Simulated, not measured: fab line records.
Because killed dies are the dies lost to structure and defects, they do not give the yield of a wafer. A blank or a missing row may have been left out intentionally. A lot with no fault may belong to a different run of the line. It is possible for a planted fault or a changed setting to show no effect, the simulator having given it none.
fab line records	flow sky130
[record] lots = 13	wafers = 39	last_day = 50
route steps=708 shown GATE_OXIDE@200 POLY_GATE@204
lots that met no fault: taken from a fault-free run of the same line
start_h: hours from the record's first day to the start of the lot's first wafer shown	wait_h: how many hours have passed since the lot's step before this one	" unchanged from the row above	L1.1+2: one row covering several wafers at once	- either no value or no given start	* or withheld: withheld	< > ~ a bound
route shown NAME@n: a module of which the file shows steps, and the number in the route of the first	usual: mean/standard deviation of fault-free wafers	same: alike in all rows	chamber/n: place in a boat	sites: readings site by site	_std_site: the standard deviation of these	_edge_site: inner sites' mean taken away from outer sites' mean	radius_mm: how far each site lies from the wafer's centre	mask NAME#n: copy n	behind: the most recent tool/chamber to have shaped the wafer	hold: cause of the lot's hold/its duration in hours/its outcome	device: the n, p or np transistor that did not switch	end of line: tests run on the same wafers once the route is complete	for a step that has no rows: nothing shown but its recipe	killed: dies that structure and defects cost at the first sort, which is not the same as the wafer's yield	map: a wafer's dies, marking killed ones x, the rest . and places with no die _
set.NAME: the setting as run; set.NAME@STEP: as run at that earlier step	model.NAME: the simulator's own value behind a step, which no gauge read
steps of the route over a sample of lots; a table a step, a row a wafer
services: a tool's chamber out of use, with start hour (start_h, from the record's first day; less than 0 if before it), hours out, and reason
[[steps]]
[step SKY_GATE_OXIDE_STRIP_13]
[recipe] chemistry = O2/N2	power_w = 1400	pressure_mtorr = 1500	platen_temp_c = withheld	o2_flow_sccm = 3000	n2_flow_sccm = 300	overash_fraction = 0.5
[usual] drypump_motor_current_A = 5.7/0.46	oes_product_au = 0.716/0.0045	strip_time_to_endpoint_s = 14.20/0.046
lot.wafer	tool	chamber	start_h	wait_h	drypump_motor_current_A	oes_product_au	rf_hours_counter_h	strip_time_to_endpoint_s
L374.1	plasma_asher-03	0	307.47	0.0	6.3	0.728	62	14.18
L374.2	"	1	"	"	5.4	0.708	62	14.14
L374.5	"	1	"	"	5.4	0.717	-	14.16
L375.2	plasma_asher-01	1	309.93	0.0	5.6	0.713	19	14.13
L375.3	"	0	"	"	5.0	0.724	-	14.15
L375.6	"	0	"	"	5.0	0.719	-	14.11
L376.3	plasma_asher-01	1	320.20	0.0	5.6	0.721	-	14.17
L376.5	"	0	"	"	5.1	0.716	-	14.20
L376.6	"	1	"	"	5.6	0.714	-	14.17
L386.1	plasma_asher-03	0	407.07	0.0	6.3	0.715	71	14.24
L386.2	"	1	"	"	5.4	0.716	71	14.28
L386.5	"	1	"	"	5.4	0.714	-	14.28
L387.2	plasma_asher-03	1	417.37	0.0	5.4	0.712	72	14.15
L387.3	"	0	"	"	6.3	0.723	-	14.20
L387.5	"	0	"	"	6.3	0.714	-	14.22
L389.1	plasma_asher-03	1	434.52	0.0	5.4	0.720	74	14.20
L389.2	"	0	"	"	6.2	0.721	74	14.19
L389.4	"	0	"	"	6.3	0.711	-	14.20
L390.2	plasma_asher-02	0	438.47	0.0	6.4	0.713	60	14.14
L390.3	"	0	"	"	6.4	0.714	-	14.14
L390.5	"	0	"	"	6.4	0.712	-	14.18
L391.3	plasma_asher-02	1	453.65	0.0	5.7	0.715	-	14.29
L391.4	"	0	"	"	6.4	0.706	-	14.29
L391.6	"	1	"	"	5.8	0.713	-	14.25
L393.2	plasma_asher-01	0	471.47	0.0	5.1	0.715	35	14.21
L393.3	"	0	"	"	5.0	0.720	-	14.23
L393.4	"	1	"	"	5.6	0.715	-	14.25
L394.1	plasma_asher-02	0	479.87	0.0	6.4	0.720	64	14.17
L394.3	"	1	"	"	5.8	0.714	-	14.18
L394.5	"	0	"	"	6.4	0.723	-	14.14
L395.3	plasma_asher-01	0	482.95	0.0	5.1	0.723	-	14.10
L395.4	"	1	"	"	5.6	0.708	-	14.14
L395.5	"	0	"	"	5.0	0.718	-	14.16
L396.2	plasma_asher-03	0	497.16	0.0	6.3	0.717	81	14.24
L396.3	"	1	"	"	5.4	0.715	-	14.23
L396.4	"	0	"	"	6.3	0.716	-	14.22
L397.1	plasma_asher-01	0	501.16	0.0	5.0	0.713	39	14.20
L397.3	"	0	"	"	5.1	0.717	-	14.24
L397.4	"	1	"	"	5.6	0.711	-	14.27
[step SKY_POLY_GATE_CVD_00]
[recipe] material = poly-Si	target_thk_nm = 180	temp_c = 620	time_s = 720	pressure_mtorr = 200
[usual] spike_tc_bottom_C = 641.3/1.3	spike_tc_top_C = 638.5/1.7
lot.wafer	tool	chamber	start_h	wait_h	spike_tc_bottom_C	spike_tc_top_C
L374.1	lpcvd-01	1	309.87	0.0	640.1	637.3
L374.2	"	1	"	"	640.7	636.1
L374.5	"	1	"	"	639.3	637.6
L375.2	lpcvd-01	1	313.32	0.0	641.9	637.5
L375.3	"	1	"	"	639.9	636.4
L375.6	"	1	"	"	639.5	638.6
L376.3	lpcvd-01	1	322.64	0.0	641.6	638.0
L376.5	"	1	"	"	641.3	637.0
L376.6	"	1	"	"	642.1	637.2
L386.1	lpcvd-01	0	409.36	0.0	643.6	640.1
L386.2	"	0	"	"	642.7	638.2
L386.5	"	0	"	"	642.5	639.8
L387.2	lpcvd-01	1	419.11	0.0	640.4	636.7
L387.3	"	1	"	"	641.6	638.9
L387.5	"	1	"	"	641.8	639.2
L389.1	lpcvd-01	1	436.90	0.0	642.2	637.8
L389.2	"	1	"	"	639.2	637.3
L389.4	"	1	"	"	641.4	636.9
L390.2	lpcvd-01	1	440.21	0.0	641.7	638.1
L390.3	"	1	"	"	640.6	636.6
L390.5	"	1	"	"	640.6	636.0
L391.3	lpcvd-01	0	455.36	0.0	642.2	641.1
L391.4	"	0	"	"	642.6	641.0
L391.6	"	0	"	"	642.2	638.9
L393.2	lpcvd-01	0	473.53	0.0	643.4	640.8
L393.3	"	0	"	"	642.9	641.5
L393.4	"	0	"	"	642.6	641.4
L394.1	lpcvd-01	0	481.68	0.0	644.1	640.2
L394.3	"	0	"	"	642.1	641.2
L394.5	"	0	"	"	640.5	641.2
L395.3	lpcvd-01	1	484.66	0.0	639.4	636.5
L395.4	"	1	"	"	639.6	637.8
L395.5	"	1	"	"	639.6	637.0
L396.2	lpcvd-01	1	498.90	0.0	641.8	637.5
L396.3	"	1	"	"	642.2	635.9
L396.4	"	1	"	"	638.9	636.9
L397.1	lpcvd-01	1	503.88	0.0	641.9	636.5
L397.3	"	1	"	"	641.7	636.1
L397.4	"	1	"	"	641.8	638.8
[step SKY_POLY_GATE_THK_MEAS_01]
[recipe] reads = poly-Si_of_POLY_GATE_CVD_00
[usual] POLY_GATE_CVD_00_THK = 179.7/1.9
lot.wafer	tool	chamber	start_h	wait_h	POLY_GATE_CVD_00_THK[nm]
L374.1	film_metro-03	-	311.07	0.0	178.4
L374.2	"	-	"	"	177.9
L374.5	"	-	"	"	178.7
L375.2	film_metro-03	-	314.53	0.0	179.9
L375.3	"	-	"	"	178.4
L375.6	"	-	"	"	178.9
L376.3	film_metro-04	-	324.46	0.0	184.6
L376.5	"	-	"	"	185.9
L376.6	"	-	"	"	186.4
L386.1	film_metro-03	-	410.56	0.0	180.2
L386.2	"	-	"	"	179.5
L386.5	"	-	"	"	180.9
L387.2	film_metro-04	-	420.32	0.0	182.5
L387.3	"	-	"	"	180.9
L387.5	"	-	"	"	180.7
L389.1	film_metro-01	-	438.10	0.0	179.0
L389.2	"	-	"	"	180.6
L389.4	"	-	"	"	178.9
L390.2	film_metro-03	-	441.42	0.0	178.9
L390.3	"	-	"	"	178.7
L390.5	"	-	"	"	180.2
L391.3	film_metro-01	-	456.58	0.0	183.9
L391.4	"	-	"	"	183.3
L391.6	"	-	"	"	181.8
L393.2	film_metro-03	-	474.74	0.0	178.5
L393.3	"	-	"	"	179.2
L393.4	"	-	"	"	178.6
L394.1	film_metro-03	-	482.88	0.0	180.4
L394.3	"	-	"	"	180.9
L394.5	"	-	"	"	182.6
L395.3	film_metro-03	-	485.88	0.0	181.9
L395.4	"	-	"	"	182.4
L395.5	"	-	"	"	182.6
L396.2	film_metro-04	-	500.11	0.0	180.4
L396.3	"	-	"	"	178.7
L396.4	"	-	"	"	179.8
L397.1	film_metro-03	-	505.08	0.0	179.9
L397.3	"	-	"	"	179.8
L397.4	"	-	"	"	179.9
[step SKY_POLY_GATE_ETCH_15]
[recipe] chemistry = N2/H2	target = BARC	ion_energy_ev = 200	source_w = 500	bias_w = 100	pressure_mtorr = 30	n2_flow_sccm = 100	h2_flow_sccm = 200	stop_on = SiO2	time_s = 118.5	target_depth_a = 1100
[usual] bias_w = 100.04/0.29	drypump_motor_current_A = 5.7/0.41	oes_product_au = 0.717/0.005	throttle_valve_pct = 13.214/0.0096
lot.wafer	tool	chamber	start_h	wait_h	bias_w	drypump_motor_current_A	oes_product_au	rf_hours_counter_h	throttle_valve_pct
L374.1	rie_diel-01	0	365.03	0.0	100.05	5.7	0.716	104	13.207
L374.2	"	2	"	"	100.23	5.7	0.717	56	13.221
L374.5	"	2	"	"	100.80	5.7	0.714	-	13.219
L375.2	rie_diel-01	3	369.79	0.0	99.72	5.6	0.720	59	13.207
L375.3	"	2	"	"	100.27	5.7	0.723	56	13.203
L375.6	"	2	"	"	100.24	5.7	0.721	-	13.189
L376.3	rie_diel-03	3	380.57	0.0	99.49	5.5	0.715	28	13.229
L376.5	"	0	"	"	100.12	6.2	0.712	-	13.215
L376.6	"	1	"	"	100.13	5.4	0.710	-	13.226
L386.1	rie_diel-04	1	474.32	0.0	99.46	5.6	0.723	4	13.203
L386.2	"	3	"	"	100.55	6.1	0.721	14	13.204
L386.5	"	2	"	"	100.34	5.0	0.716	-	13.194
L387.2	rie_diel-03	0	484.37	0.0	100.17	6.2	0.718	3	13.210
L387.3	"	2	"	"	99.80	4.7	0.721	10	13.231
L387.5	"	2	"	"	99.54	4.7	0.718	-	13.211
L389.1	rie_diel-01	1	502.47	0.0	99.82	6.0	0.722	4	13.202
L389.2	"	2	"	"	100.79	5.7	0.722	58	13.220
L389.4	"	0	"	"	100.08	5.6	0.721	-	13.208
L390.2	rie_diel-03	3	506.29	0.0	99.93	5.4	0.714	31	13.221
L390.3	"	0	"	"	100.08	6.2	0.708	4	13.236
L390.5	"	0	"	"	100.06	6.2	0.718	-	13.205
L391.3	rie_diel-04	0	521.09	0.0	100.19	6.1	0.721	8	13.218
L391.4	"	3	"	"	99.66	6.1	0.723	15	13.209
L391.6	"	1	"	"	99.82	5.6	0.713	-	13.224
L393.2	rie_diel-01	3	539.39	0.0	99.88	5.6	0.717	63	13.206
L393.3	"	2	"	"	100.45	5.7	0.711	59	13.207
L393.4	"	1	"	"	99.66	6.0	0.716	5	13.220
L394.1	rie_diel-04	1	547.06	0.0	100.43	5.5	0.717	5	13.206
L394.3	"	3	"	"	100.08	6.1	0.712	15	13.222
L394.5	"	3	"	"	100.21	6.1	0.718	-	13.206
L395.3	rie_diel-01	0	552.47	0.0	99.91	5.6	0.719	2	13.212
L395.4	"	2	"	"	100.11	5.7	0.719	59	13.227
L395.5	"	3	"	"	99.86	5.5	0.710	-	13.203
L396.2	rie_diel-04	2	564.69	0.0	99.88	5.0	0.724	15	13.214
L396.3	"	3	"	"	100.07	6.1	0.719	15	13.219
L396.4	"	0	"	"	100.42	6.1	0.721	9	13.217
L397.1	rie_diel-04	2	568.62	0.0	100.12	5.0	0.727	15	13.200
L397.3	"	3	"	"	100.15	6.1	0.721	16	13.225
L397.4	"	1	"	"	99.97	5.5	0.727	6	13.232
[step SKY_POLY_GATE_STRIP_18]
[recipe] chemistry = O2/N2	power_w = 1400	pressure_mtorr = 1500	platen_temp_c = withheld	o2_flow_sccm = 3000	n2_flow_sccm = 300	overash_fraction = 0.5
[usual] drypump_motor_current_A = 5.6/0.38	oes_product_au = 0.362/0.0044	strip_time_to_endpoint_s = 3.19/0.031
lot.wafer	tool	chamber	start_h	wait_h	drypump_motor_current_A	oes_product_au	rf_hours_counter_h	strip_time_to_endpoint_s
L374.1	plasma_asher-04	0	365.26	0.0	5.4	0.373	70	3.22
L374.2	"	1	"	"	5.8	0.362	70	3.18
L374.5	"	1	"	"	5.8	0.357	-	3.18
L375.2	plasma_asher-03	1	370.03	0.0	5.4	0.359	68	3.19
L375.3	"	0	"	"	6.3	0.352	-	3.16
L375.6	"	1	"	"	5.4	0.365	-	3.13
L376.3	plasma_asher-01	1	380.84	0.1	5.7	0.358	-	3.16
L376.5	"	1	"	"	5.6	0.355	-	3.16
L376.6	"	0	"	"	5.1	0.356	-	3.16
L386.1	plasma_asher-04	0	474.56	0.0	5.5	0.358	4	3.16
L386.2	"	1	"	"	5.7	0.353	4	3.18
L386.5	"	0	"	"	5.4	0.359	-	3.21
L387.2	plasma_asher-01	1	484.61	0.0	5.6	0.358	37	3.21
L387.3	"	1	"	"	5.6	0.362	-	3.27
L387.5	"	0	"	"	5.1	0.360	-	3.18
L389.1	plasma_asher-01	1	502.71	0.0	5.6	0.357	39	3.19
L389.2	"	0	"	"	5.1	0.363	39	3.20
L389.4	"	1	"	"	5.7	0.354	-	3.16
L390.2	plasma_asher-03	1	506.53	0.0	5.4	0.360	82	3.21
L390.3	"	1	"	"	5.4	0.361	-	3.19
L390.5	"	0	"	"	6.3	0.362	-	3.20
L391.3	plasma_asher-03	0	521.36	0.1	6.3	0.360	-	3.21
L391.4	"	1	"	"	5.4	0.366	-	3.25
L391.6	"	0	"	"	6.3	0.360	-	3.21
L393.2	plasma_asher-04	1	539.63	0.0	5.7	0.367	11	3.15
L393.3	"	0	"	"	5.4	0.353	-	3.15
L393.4	"	1	"	"	5.8	0.357	-	3.16
L394.1	plasma_asher-03	0	547.30	0.0	6.3	0.363	86	3.17
L394.3	"	0	"	"	6.3	0.359	-	3.18
L394.5	"	0	"	"	6.3	0.364	-	3.18
L395.3	plasma_asher-01	1	552.74	0.1	5.6	0.359	-	3.21
L395.4	"	0	"	"	5.0	0.360	-	3.16
L395.5	"	1	"	"	5.6	0.357	-	3.13
L396.2	plasma_asher-03	0	564.93	0.0	6.3	0.355	88	3.22
L396.3	"	1	"	"	5.4	0.361	-	3.21
L396.4	"	0	"	"	6.3	0.364	-	3.23
L397.1	plasma_asher-04	1	568.86	0.0	5.7	0.361	14	3.22
L397.3	"	0	"	"	5.4	0.361	-	3.18
L397.4	"	1	"	"	5.7	0.361	-	3.17
[[services]]
tool	chamber	start_h	hours	kind
lpcvd-01	-	289.42	0.8	repair
plasma_asher-02	-	296.30	1.1	repair
rie_diel-04	2	297.99	9.4	repair
rie_diel-03	3	301.47	4.3	repair
rie_diel-01	3	307.70	8.3	repair
rie_diel-04	2	319.26	7.2	repair
rie_diel-03	1	334.30	3.7	repair
rie_diel-03	2	335.61	6.9	repair
rie_diel-04	1	401.89	6.1	repair
rie_diel-04	-	402.33	10.0	pm
rie_diel-03	0	402.53	3.5	repair
plasma_asher-04	-	421.25	9.0	pm
rie_diel-03	1	429.93	1.2	repair
rie_diel-01	0	430.28	-	clean
rie_diel-01	2	433.16	10.9	repair
rie_diel-01	1	442.15	5.7	repair
rie_diel-04	3	460.77	9.6	repair
plasma_asher-01	-	464.44	0.6	repair
rie_diel-01	3	489.02	17.6	repair
plasma_asher-02	-	490.29	15.6	pm
rie_diel-03	-	508.56	2.0	repair
plasma_asher-02	-	519.09	1.8	repair
rie_diel-03	2	528.93	2.4	repair
plasma_asher-01	-	560.41	15.6	pm
[[key]]
[first_sign] step = SKY_POLY_GATE_THK_MEAS_01	reading = POLY_GATE_CVD_00_THK	direction = up	sigmas = 3.2	usual = 179.7	struck = 185.6
effect none on later readings
met_at SKY_POLY_GATE_CVD_00
struck_lots L376
struck_wafers L376.3,L376.5,L376.6
sort_left_out L376.3,L376.5,L376.6
tester_left_out L376
not_acting_at SKY_GATE_OXIDE_STRIP_13,SKY_POLY_GATE_ETCH_15,SKY_POLY_GATE_STRIP_18
onset_between 313.32 322.64
[fault] kind = process_parameter_drift	tool = lpcvd-01	chamber = 1	onset_h = 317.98	steps = SKY_POLY_GATE_CVD_00	channel = target_thk_nm	offset = 9.9697	shape = step	end_h = 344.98	stated = 180
// tester_left_out: of these lots the tester's yield and bins aren't shown, on N5 and GAA mostly nor the transistor test; their killed dies are dies lost to structure and defects alone, not to doping, threshold or leakage, so they don't give the yield
// sort_left_out: the simulated sort isn't trusted on such a fault, so these wafers' sort isn't shown, and their yield isn't known
